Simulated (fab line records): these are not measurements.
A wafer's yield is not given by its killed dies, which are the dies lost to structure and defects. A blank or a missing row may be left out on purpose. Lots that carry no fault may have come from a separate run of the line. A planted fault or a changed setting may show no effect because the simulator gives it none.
The tool behind it: which one? :: flow sky130 :: 36 wafers from 12 lots sampled at 6 of the route's 708 steps

WHAT THE GAUGES READ, wafer by wafer
SKY_GATE_OXIDE_OVL_MEAS_10.
lot: L262
measured: day 14 15:32
on: overlay-01
GATE_OXIDE_OVL (nm): 0.5 -1.4 -1.2

lot: L263
measured: day 14 16:03
on: overlay-01
GATE_OXIDE_OVL (nm): -3.0 -0.2 -2.8

lot: L264
measured: day 15 00:15
on: overlay-01
GATE_OXIDE_OVL (nm): -2.5 -0.6 -0.6

lot: L265
measured: day 15 04:59
on: overlay-01
GATE_OXIDE_OVL (nm): 1.1 2.7 -0.2

lot: L267
measured: day 15 22:43
on: overlay-01
GATE_OXIDE_OVL (nm): 1.1 -0.9 0.5

lot: L269
measured: day 16 13:31
on: overlay-02
GATE_OXIDE_OVL (nm): -1.5 -0.7 -0.5

lot: L270
measured: day 17 00:39
on: overlay-01
GATE_OXIDE_OVL (nm): - - -

lot: L280
measured: day 20 20:04
on: overlay-01
GATE_OXIDE_OVL (nm): -0.8 -1.0 -1.1

lot: L281
measured: day 21 00:14
on: overlay-01
GATE_OXIDE_OVL (nm): 0.3 -1.6 -0.5

lot: L282
measured: day 21 11:08
on: overlay-02
GATE_OXIDE_OVL (nm): -0.2 -2.8 -1.7

lot: L283
measured: day 21 15:06
on: overlay-01
GATE_OXIDE_OVL (nm): 0.6 3.0 -0.6

lot: L284
measured: day 21 23:43
on: overlay-01
GATE_OXIDE_OVL (nm): -0.4 -1.2 -1.0

SKY_GATE_OXIDE_TW_MEAS_14.
lot: L262
measured: day 14 15:56
on: film metro-02
GATE_OXIDE_TW: 229.3 229.7 229.9

lot: L263
measured: day 14 16:26
on: film metro-02
GATE_OXIDE_TW: 230.4 229.5 229.7

lot: L264
measured: day 15 00:38
on: film metro-02
GATE_OXIDE_TW: 228.1 227.9 228.4

lot: L265
measured: day 15 05:22
on: film metro-04
GATE_OXIDE_TW: 222.5 222.5 224.1

lot: L267
measured: day 15 23:07
on: film metro-04
GATE_OXIDE_TW: 222.8 224.7 222.5

lot: L269
measured: day 16 13:55
on: film metro-04
GATE_OXIDE_TW: 224.1 224.6 225.0

lot: L270
measured: day 17 01:02
on: film metro-04
GATE_OXIDE_TW: 29.8 29.8 29.9

lot: L280
measured: day 20 20:28
on: film metro-02
GATE_OXIDE_TW: 229.8 229.3 228.8

lot: L281
measured: day 21 00:38
on: film metro-03
GATE_OXIDE_TW: 225.2 226.0 225.4

lot: L282
measured: day 21 11:32
on: film metro-02
GATE_OXIDE_TW: 226.5 228.2 228.3

lot: L283
measured: day 21 15:29
on: film metro-04
GATE_OXIDE_TW: 223.5 222.9 223.9

lot: L284
measured: day 22 00:08
on: film metro-02
GATE_OXIDE_TW: 228.5 228.9 228.8

SKY_CONTACT_CD_MEAS_14: the cd target is 170 nm.
lot: L262
measured: day 32 08:08
on: cd sem-02
cd nm (nm): 170.3 169.9 171.0

lot: L263
measured: day 32 11:31
on: cd sem-02
cd nm (nm): 169.2 168.9 170.0

lot: L264
measured: day 32 16:16
on: cd sem-01
cd nm (nm): 170.7 169.6 171.3

lot: L265
measured: day 32 22:28
on: cd sem-01
cd nm (nm): 168.1 169.4 168.1

lot: L267
measured: day 33 17:37
on: cd sem-01
cd nm (nm): 167.8 168.9 170.1

lot: L269
measured: day 34 04:49
on: cd sem-01
cd nm (nm): 169.6 169.8 169.0

lot: L280
measured: day 37 22:27
on: cd sem-01
cd nm (nm): 169.7 170.4 168.4

lot: L281
measured: day 38 03:43
on: cd sem-01
cd nm (nm): 170.0 169.4 169.1

lot: L282
measured: day 38 07:04
on: cd sem-02
cd nm (nm): 170.0 169.9 170.4

lot: L283
measured: day 38 13:44
on: cd sem-01
cd nm (nm): 168.8 170.0 167.9

lot: L284
measured: day 38 18:41
on: cd sem-02
cd nm (nm): 170.4 170.8 171.9

SKY_CAP2M_RS_MEAS_03: uses a four-point probe to measure.
lot: L262
measured: day 40 09:29
on: film metro-03
CAP2M_TIN_RS (ohm/sq): 6.92 6.96 6.90

lot: L263
measured: day 40 13:11
on: film metro-02
CAP2M_TIN_RS (ohm/sq): 6.98 6.93 6.97

lot: L264
measured: day 40 20:04
on: film metro-01
CAP2M_TIN_RS (ohm/sq): 7.00 7.01 7.00

lot: L265
measured: day 40 21:55
on: film metro-03
CAP2M_TIN_RS (ohm/sq): 6.82 6.82 6.89

lot: L267
measured: day 41 16:49
on: film metro-02
CAP2M_TIN_RS (ohm/sq): 6.86 7.01 7.02

lot: L269
measured: day 42 00:57
on: film metro-02
CAP2M_TIN_RS (ohm/sq): 6.96 6.96 6.92

lot: L280
measured: day 45 09:19
on: film metro-02
CAP2M_TIN_RS (ohm/sq): 6.95 6.79 6.97

lot: L281
measured: day 45 14:10
on: film metro-01
CAP2M_TIN_RS (ohm/sq): 6.85 6.80 6.85

lot: L282
measured: day 45 17:13
on: film metro-03
CAP2M_TIN_RS (ohm/sq): 6.81 6.83 6.77

lot: L283
measured: day 45 22:48
on: film metro-03
CAP2M_TIN_RS (ohm/sq): 6.87 6.92 6.94

lot: L284
measured: day 46 02:37
on: film metro-02
CAP2M_TIN_RS (ohm/sq): 6.94 6.86 6.89

WHAT TOOL EACH LOT RAN ON (gives the tool, then ch and the chambers of the sampled wafers, and finally the start)
lot: L262
SKY_GATE_OXIDE_EXPOSE_07: iline stepper-02 ch 0, day 14 02:53
SKY_VIA3_ETCH_14: rie diel-03 ch 0,1,2, day 40 07:45

lot: L263
SKY_GATE_OXIDE_EXPOSE_07: iline stepper-02 ch 0, day 14 02:59
SKY_VIA3_ETCH_14: rie diel-03 ch 0,2,3, day 40 11:28

lot: L264
SKY_GATE_OXIDE_EXPOSE_07: iline stepper-01 ch 0, day 14 11:23
SKY_VIA3_ETCH_14: rie diel-04 ch 1,2,3, day 40 17:55

lot: L265
SKY_GATE_OXIDE_EXPOSE_07: iline stepper-01 ch 0, day 14 15:46
SKY_VIA3_ETCH_14: rie diel-03 ch 0,2, day 40 20:12

lot: L267
SKY_GATE_OXIDE_EXPOSE_07: iline stepper-02 ch 0, day 15 09:13
SKY_VIA3_ETCH_14: rie diel-01 ch 0,1,3, day 41 15:01

lot: L269
SKY_GATE_OXIDE_EXPOSE_07: iline stepper-02 ch 0, day 15 23:49
SKY_VIA3_ETCH_14: rie diel-01 ch 0,3, day 41 23:15

lot: L270
SKY_GATE_OXIDE_EXPOSE_07: iline stepper-02 ch 0, day 16 10:22
SKY_VIA3_ETCH_14: -

lot: L280
SKY_GATE_OXIDE_EXPOSE_07: iline stepper-02 ch 0, day 20 05:04
SKY_VIA3_ETCH_14: rie diel-04 ch 1,2, day 45 07:34

lot: L281
SKY_GATE_OXIDE_EXPOSE_07: iline stepper-02 ch 0, day 20 09:26
SKY_VIA3_ETCH_14: rie diel-01 ch 2,3, day 45 12:28

lot: L282
SKY_GATE_OXIDE_EXPOSE_07: iline stepper-01 ch 0, day 20 19:18
SKY_VIA3_ETCH_14: rie diel-03 ch 0,2,3, day 45 15:31

lot: L283
SKY_GATE_OXIDE_EXPOSE_07: iline stepper-01 ch 0, day 21 00:19
SKY_VIA3_ETCH_14: rie diel-04 ch 0,2,3, day 45 21:06

lot: L284
SKY_GATE_OXIDE_EXPOSE_07: iline stepper-02 ch 0, day 21 08:37
SKY_VIA3_ETCH_14: rie diel-04 ch 0,3, day 46 00:52
- SKY_GATE_OXIDE_EXPOSE_07: exposes mask LVOM, target cd 600 nm.
- SKY_VIA3_ETCH_14: etches BARC in N2/H2, stops on SiO2, time 45.9 s, target depth 60 nm.

AS READ BY THE TOOLS THEMSELVES (means over the sampled wafers that have a number; for cases with no such wafer, the mark the record gives instead)
SKY_VIA3_ETCH_14.
lot: L262
tool: rie diel-03
drypump motor current A (A): 5.8
oes product au (a.u.): 0.848
throttle valve pct (%): 13.230

lot: L263
tool: rie diel-03
drypump motor current A (A): 5.4
oes product au (a.u.): 0.852
throttle valve pct (%): 13.233

lot: L264
tool: rie diel-04
drypump motor current A (A): 6.0
oes product au (a.u.): 0.858
throttle valve pct (%): 13.230

lot: L265
tool: rie diel-03
drypump motor current A (A): 6.1
oes product au (a.u.): 0.854
throttle valve pct (%): 13.227

lot: L267
tool: rie diel-01
drypump motor current A (A): 6.1
oes product au (a.u.): 0.854
throttle valve pct (%): 13.225

lot: L269
tool: rie diel-01
drypump motor current A (A): 6.3
oes product au (a.u.): 0.855
throttle valve pct (%): 13.215

lot: L280
tool: rie diel-04
drypump motor current A (A): 5.6
oes product au (a.u.): 0.863
throttle valve pct (%): 13.223

lot: L281
tool: rie diel-01
drypump motor current A (A): 5.5
oes product au (a.u.): 0.849
throttle valve pct (%): 13.228

lot: L282
tool: rie diel-03
drypump motor current A (A): 5.4
oes product au (a.u.): 0.857
throttle valve pct (%): 13.228

lot: L283
tool: rie diel-04
drypump motor current A (A): 5.8
oes product au (a.u.): 0.853
throttle valve pct (%): 13.225

lot: L284
tool: rie diel-04
drypump motor current A (A): 6.2
oes product au (a.u.): 0.854
throttle valve pct (%): 13.232

THE ANSWER, worked out from the rows above alone
Rule: the lots themselves supply what counts as usual. The widest of any qualifying gaps counts: lots, ordered by their means at a reading, are off when they make up no more than a third of the lots, leave a main group of 4 or more, and stand apart from it by 3 or more times the standard deviation of that group's means. A main group whose means are all the same, to the digits that the tables above print for the reading, isn't used. A lot without any number at a reading at which 4 lots or more have one is off too. Where the step has rows for the other lots, those lots are counted as sound. First the gauges in route order, then the tools' own readings, where a lot's mean is used as printed above. At the first step where some lot is off, the reading lying furthest off is the one used; lots without a number count as furthest.
Off: L270, seen at SKY_GATE_OXIDE_OVL_MEAS_10 (GATE_OXIDE_OVL). Without a number there: L270. Main group: mean -0.6 nm, sd 0.96.
A tool fits if, at a process step before that reading, it ran every lot that is off, and no sound lot after the first of them. The gauges at SKY_GATE_OXIDE_OVL_MEAS_10 aren't tried: what is off there is off at SKY_GATE_OXIDE_TW_MEAS_14 too, on other tools, and a gauge's error can't cause that. Of those tried, none fits.

WHAT THE SIMULATOR HAD PUT IN
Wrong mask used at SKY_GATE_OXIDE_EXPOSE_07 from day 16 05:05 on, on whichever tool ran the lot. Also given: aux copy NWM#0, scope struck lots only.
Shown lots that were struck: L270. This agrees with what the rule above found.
